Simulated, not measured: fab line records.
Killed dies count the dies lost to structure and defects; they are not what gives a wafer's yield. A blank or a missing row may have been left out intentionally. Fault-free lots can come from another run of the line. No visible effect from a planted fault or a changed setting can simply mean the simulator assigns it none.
2 desks, one fault    flow gf180mcu    each desk has only its own numbers; what lay behind them comes last

== FROM THE METROLOGY DESK ==
Lot by lot, what the gauges showed, no matter which tool ran the lot: averages of those sampled wafers that carry a number. If a lot's mean is further than 4 standard deviations from the usual mean, the lot is out of limits and carries the mark OUT (the distance appears in the brackets).
Columns: A = CONTACT_CVD_00_THK at GF_CONTACT_THK_MEAS_01, usual 298.7 nm
lot   first seen here  A
L937  day 15 10:53     303.5
L938  day 15 20:44     297.3
L939  day 16 07:17     299.6
L940  day 16 13:49     296.4
L941  day 16 23:56     295.1
L942  day 17 13:22     299.1
L943  day 18 01:07     299.2
L945  day 18 04:56     293.7
L946  day 18 19:50     294.4
L949  day 20 07:32     302.8
L955  day 22 02:11     299.5
L957  day 22 16:42     300.0
L958  day 22 22:21     298.5
L959  day 23 04:41     302.2
Result from this desk: across the 14 lots, nothing is out of limits.

== AT THE TOOL OWNER'S DESK: implanter-04 ==
The tool's own readings at GF_HV_LDD_IMPLANT_21, given as means over the sampled wafers that have a number, one for each lot that went through this tool. If a lot's mean is further than 4 standard deviations from the usual mean, the lot is out of limits and carries the mark OUT (the distance appears in the brackets).
Columns: A = beam_on_s at GF_HV_LDD_IMPLANT_21, usual 10.00 s; B = dose_ions_cm2 at GF_HV_LDD_IMPLANT_21, usual 5e+13; C = faraday_current_uA at GF_HV_LDD_IMPLANT_21, usual 282; D = tilt_deg at GF_HV_LDD_IMPLANT_21, usual 7.001 degrees
lot   first seen here  A      B                C    D
L937  day 11 03:39     9.89   5e+13            285  6.996
L943  day 13 06:37     10.14  5e+13            278  7.007
L945  day 13 11:01     10.10  5e+13            279  7.025
L946  day 13 23:24     9.87   5e+13 (+33) OUT  296  7.005
L949  day 15 04:52     10.17  5e+13 (+35) OUT  288  6.998
This desk's finding: out of limits on L946, L949; first on L946, day 13 23:24 (dose_ions_cm2 at GF_HV_LDD_IMPLANT_21). L937, L943, L945 stayed within limits.

== TAKEN TOGETHER ==
On L946, L949, at day 13 23:24, an alarm was possible from the tool owner's desk.
From the metrology desk's view, nothing was out of limits.
The metrology desk has L946, L949 on record, within its limits.
The lots listed all ran GF_HV_LDD_IMPLANT_21 on implanter-04.

== WHAT WAS PUT IN BY THE SIMULATOR ==
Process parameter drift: implanter-04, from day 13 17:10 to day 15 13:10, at GF_HV_LDD_IMPLANT_21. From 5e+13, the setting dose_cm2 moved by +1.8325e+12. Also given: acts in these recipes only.
Shown lots that were struck: L946, L949.
Each desk's first reading out of limits, in hours after the fault started: the tool owner's desk, 6.
